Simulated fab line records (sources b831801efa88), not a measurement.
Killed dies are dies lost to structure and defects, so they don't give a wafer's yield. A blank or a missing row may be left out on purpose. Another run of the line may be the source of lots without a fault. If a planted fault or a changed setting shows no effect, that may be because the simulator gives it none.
What tool caused it? | flow gf180mcu | 12 lots, 36 wafers sampled, at 5 steps of a route of 602

== WHAT EACH GAUGE READ, for each wafer ==
GF_SALICIDE_RS_MEAS_04: uses a four-point probe to measure. Usual: SALICIDE_TIN_RS gives 16.27 ohm/sq (standard deviation 0.27).
lot  | measured     | on           | SALICIDE_TIN_RS (ohm/sq) | flag
L810 | day 14 08:46 | filmMetro-02 | 15.90 16.40 15.85        | 
L811 | day 14 14:19 | filmMetro-02 | 16.14 16.03 16.32        | 
L813 | day 15 09:44 | filmMetro-02 | 16.38 15.97 16.47        | 
L814 | day 15 16:23 | filmMetro-03 | 16.33 16.20 16.63        | 
L815 | day 16 00:07 | filmMetro-02 | 16.11 16.23 15.92        | 
L823 | day 19 22:04 | filmMetro-03 | 16.15 14.45 16.17        | 
L825 | day 20 21:55 | filmMetro-02 | 16.41 16.19 16.60        | 
L826 | day 21 04:31 | filmMetro-02 | 16.03 16.09 14.43        | 
L829 | day 22 22:13 | filmMetro-01 | 15.98 16.23 16.28        | 
L831 | day 23 06:03 | filmMetro-02 | 16.01 15.91 16.21        | 
L833 | day 23 19:03 | filmMetro-02 | 16.17 16.43 16.46        | 
L832 | day 23 19:35 | filmMetro-01 | 16.48 16.51 16.43        | 

GF_SALICIDE_THK_MEAS_05: measures by xrf. Usual: SALICIDE_TIN_THK gives 19.87 nm (standard deviation 0.28).
lot  | measured     | on           | SALICIDE_TIN_THK (nm) | flag
L810 | day 14 08:53 | filmMetro-02 | 20.42 20.20 20.04     | 
L811 | day 14 14:26 | filmMetro-02 | 20.19 20.32 20.14     | 
L813 | day 15 09:51 | filmMetro-02 | 20.18 20.23 19.89     | 
L814 | day 15 16:29 | filmMetro-03 | 19.59 19.82 19.97     | 
L815 | day 16 00:14 | filmMetro-02 | 19.87 19.84 20.12     | 
L823 | day 19 22:11 | filmMetro-03 | 19.89 25.80 19.88     | OFF
L825 | day 20 22:01 | filmMetro-02 | 19.77 19.65 19.76     | 
L826 | day 21 04:38 | filmMetro-02 | 19.83 19.51 25.85     | OFF
L829 | day 22 22:19 | filmMetro-01 | 19.82 19.74 19.72     | 
L831 | day 23 06:10 | filmMetro-02 | 19.71 19.95 19.86     | 
L833 | day 23 19:10 | filmMetro-02 | 19.95 19.82 19.71     | 
L832 | day 23 19:42 | filmMetro-01 | 20.28 20.08 20.24     | 

GF_CONTACT_CD_MEAS_14: target cd 220 nm. Usual: cdNm reads 220.2 nm (standard deviation 1.6).
lot  | measured     | on       | cdNm (nm)         | flag
L810 | day 15 06:41 | cdSem-01 | 218.3 220.6 218.4 | 
L811 | day 15 12:21 | cdSem-02 | 220.2 221.1 221.0 | 
L813 | day 16 08:27 | cdSem-01 | 220.6 220.6 220.6 | 
L814 | day 16 14:46 | cdSem-01 | 220.7 222.2 220.6 | 
L815 | day 16 23:34 | cdSem-01 | 221.0 221.4 222.7 | 
L823 | day 20 23:06 | cdSem-02 | 219.0 219.4 218.2 | 
L825 | day 21 23:03 | cdSem-01 | 221.9 222.1 221.8 | 
L826 | day 22 05:35 | cdSem-02 | 223.1 221.7 222.8 | 
L829 | day 23 21:31 | cdSem-02 | 219.9 218.7 220.0 | 
L831 | day 24 05:30 | cdSem-02 | 221.4 220.6 221.7 | 
L833 | day 24 17:31 | cdSem-02 | 221.4 222.9 222.2 | 
L832 | day 24 18:24 | cdSem-02 | 221.0 221.4 219.1 | 

== WHICH TOOL RAN EACH LOT (tool, then ch and the chambers of the sampled wafers, then the start) ==
lot  | GF_NSD_STRIP_11                     | GF_SALICIDE_SPUTTER_03
L810 | plasmaAsher-01 ch 0,1, day 12 15:17 | pvdSputter-02, day 14 08:44
L811 | plasmaAsher-03 ch 0,1, day 12 20:29 | pvdSputter-03, day 14 14:17
L813 | plasmaAsher-03 ch 0,1, day 13 14:55 | pvdSputter-03, day 15 09:42
L814 | plasmaAsher-01 ch 0,1, day 13 21:22 | pvdSputter-02, day 15 16:20
L815 | plasmaAsher-01 ch 0,1, day 14 06:04 | pvdSputter-03, day 16 00:04
L823 | plasmaAsher-01 ch 0,1, day 17 19:31 | pvdSputter-03, day 19 22:02
L825 | plasmaAsher-01 ch 0,1, day 18 19:20 | pvdSputter-01, day 20 21:52
L826 | plasmaAsher-02 ch 0,1, day 19 02:14 | pvdSputter-03, day 21 04:29
L829 | plasmaAsher-02 ch 0,1, day 20 21:50 | pvdSputter-02, day 22 22:10
L831 | plasmaAsher-02 ch 0,1, day 21 06:10 | pvdSputter-02, day 23 06:01
L833 | plasmaAsher-02 ch 0,1, day 21 18:41 | pvdSputter-03, day 23 19:01
L832 | plasmaAsher-02 ch 0,1, day 21 19:56 | pvdSputter-01, day 23 19:32
- GF_NSD_STRIP_11: strips in O2/N2.
- GF_SALICIDE_SPUTTER_03: material TiN, target thk 20 nm, time 16.7 s.

== AS READ BY THE TOOLS THEMSELVES (means over the sampled wafers that have a number; for cases with no such wafer, the mark the record gives instead) ==
GF_NSD_STRIP_11. Usual: drypumpMotorCurrentA 5.8 A, standard deviation 0.3; heaterPowerW 302 W, standard deviation 31; oesProductAu 0.487 a.u., standard deviation 0.0041; stripTimeToEndpointS 22.96 s, standard deviation 0.04.
lot  | tool           | drypumpMotorCurrentA (A) | heaterPowerW (W) | oesProductAu (a.u.) | stripTimeToEndpointS (s) | flag
L810 | plasmaAsher-01 | 5.5                      | 330              | 0.490               | 22.93                    | 
L811 | plasmaAsher-03 | 5.7                      | 260              | 0.488               | 22.97                    | 
L813 | plasmaAsher-03 | 5.5                      | 260              | 0.485               | 23.01                    | 
L814 | plasmaAsher-01 | 5.6                      | 323              | 0.492               | 22.95                    | 
L815 | plasmaAsher-01 | 5.6                      | 331              | 0.488               | 22.95                    | 
L823 | plasmaAsher-01 | 5.6                      | 331              | 0.488               | 22.97                    | 
L825 | plasmaAsher-01 | 5.8                      | 314              | 0.483               | 22.91                    | 
L826 | plasmaAsher-02 | 6.0                      | 322              | 0.486               | 22.91                    | 
L829 | plasmaAsher-02 | 6.0                      | 314              | 0.487               | 22.99                    | 
L831 | plasmaAsher-02 | 6.0                      | 319              | 0.487               | 22.91                    | 
L833 | plasmaAsher-02 | 6.0                      | 319              | 0.482               | 23.00                    | 
L832 | plasmaAsher-02 | 6.0                      | 314              | 0.490               | 22.93                    | 

GF_SALICIDE_SPUTTER_03. Usual: chamberPressurePa 0.4000 Pa, standard deviation 0.00081; throttleValvePct 30.0 %, standard deviation 0.8.
lot  | tool          | chamberPressurePa (Pa) | throttleValvePct (%) | flag
L810 | pvdSputter-02 | 0.3993                 | 29.5                 | 
L811 | pvdSputter-03 | 0.3995                 | 30.0                 | 
L813 | pvdSputter-03 | 0.4000                 | 30.9                 | 
L814 | pvdSputter-02 | 0.3998                 | 29.7                 | 
L815 | pvdSputter-03 | 0.3998                 | 30.8                 | 
L823 | pvdSputter-03 | 0.3998                 | 31.0                 | 
L825 | pvdSputter-01 | 0.4002                 | 29.7                 | 
L826 | pvdSputter-03 | 0.3995                 | 30.9                 | 
L829 | pvdSputter-02 | 0.3998                 | 29.9                 | 
L831 | pvdSputter-02 | 0.4006                 | 29.4                 | 
L833 | pvdSputter-03 | 0.3992                 | 30.8                 | 
L832 | pvdSputter-01 | 0.4003                 | 29.6                 | 

== THE ANSWER, worked out from the rows above alone ==
Rule: a lot is off if the mean of its wafers that have a number lies more than 3 standard deviations from the usual mean. Also off: a lot with no number at a reading for which 4 or more lots have one. Any other lot the step has rows for is counted as sound. First the gauges in route order, then the tools' own readings, where a lot's mean is used as printed above. At the first step where some lot is off, the reading lying furthest off is the one used; lots without a number count as furthest.
Off: L823, L826, seen at GF_SALICIDE_THK_MEAS_05 (SALICIDE_TIN_THK).
A tool fits if, at a process step before that reading, it ran every lot that is off, and no sound lot after the first of them. Gauges at GF_SALICIDE_THK_MEAS_05: tried the same way as those tools. Not one of the candidates tried fits.

== WHAT HAD BEEN PUT IN BY THE SIMULATOR ==
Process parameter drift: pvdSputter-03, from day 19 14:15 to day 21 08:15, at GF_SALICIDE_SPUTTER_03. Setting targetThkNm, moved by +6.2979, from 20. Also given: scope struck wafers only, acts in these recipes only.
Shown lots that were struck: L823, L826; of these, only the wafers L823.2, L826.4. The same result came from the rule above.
